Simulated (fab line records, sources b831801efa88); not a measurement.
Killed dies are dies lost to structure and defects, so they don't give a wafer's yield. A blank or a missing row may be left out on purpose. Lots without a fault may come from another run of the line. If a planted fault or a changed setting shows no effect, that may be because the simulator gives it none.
One fault seen from 2 desks    flow sky130    each desk has only its own numbers; what lay behind them comes last

THE TOOL OWNER'S DESK: pvd-sputter-03
The tool's own readings at SKY_METAL4_SPUTTER_02 (material AlCu, target thk 735 nm, time 39.1 s): means of the sampled wafers that have a number, for each lot that ran on this tool. The brackets show how far a lot's mean lies from the usual mean; more than 4 standard deviations puts the lot out of limits, marked OUT.
Columns: A = throttle-valve-pct at SKY_METAL4_SPUTTER_02, usual 29.3 %
lot   first seen here  A
L744  day 40 20:13     29.4
L749  day 42 00:04     29.3
L755  day 43 13:44     29.3
L756  day 43 20:24     28.7
L757  day 43 21:01     29.4
L760  day 44 17:00     28.6
L761  day 44 18:38     28.1
Finding of this desk: none of the 7 lots has anything out of limits.

METROLOGY DESK
What the gauges read for every lot (on any tool): the sampled wafers with a number, averaged. The brackets show how far a lot's mean lies from the usual mean; more than 4 standard deviations puts the lot out of limits, marked OUT.
Columns: A = SONOS_TUNNEL_OVL at SKY_SONOS_TUNNEL_OVL_MEAS_08, usual 0.5 nm; B = LDD_HVP_OVL at SKY_LDD_HVP_OVL_MEAS_07, usual -0.1 nm
lot   first seen here  A     B
L744  day 12 07:56     -1.0  0.1
L746  day 12 10:01     2.0   -0.2
L747  day 13 06:31     -2.1  -0.3
L749  day 13 17:10     0.6   -1.3
L750  day 13 17:47     0.9   2.1
L751  day 14 01:23     2.8   -1.5
L753  day 14 22:56     -0.9  -0.0
L755  day 15 12:02     1.2   1.7
L756  day 15 19:35     3.4   -0.3
L757  day 16 03:03     2.5   -0.9
L760  day 16 19:52     -0.6  -0.6
L761  day 17 02:09     0.6   -0.4
Finding of this desk: none of the 12 lots has anything out of limits.

BROUGHT TOGETHER
The tool owner's desk saw nothing out of limits.
Metrology desk: nothing out of limits seen.

WHAT THE SIMULATOR HAD PUT IN
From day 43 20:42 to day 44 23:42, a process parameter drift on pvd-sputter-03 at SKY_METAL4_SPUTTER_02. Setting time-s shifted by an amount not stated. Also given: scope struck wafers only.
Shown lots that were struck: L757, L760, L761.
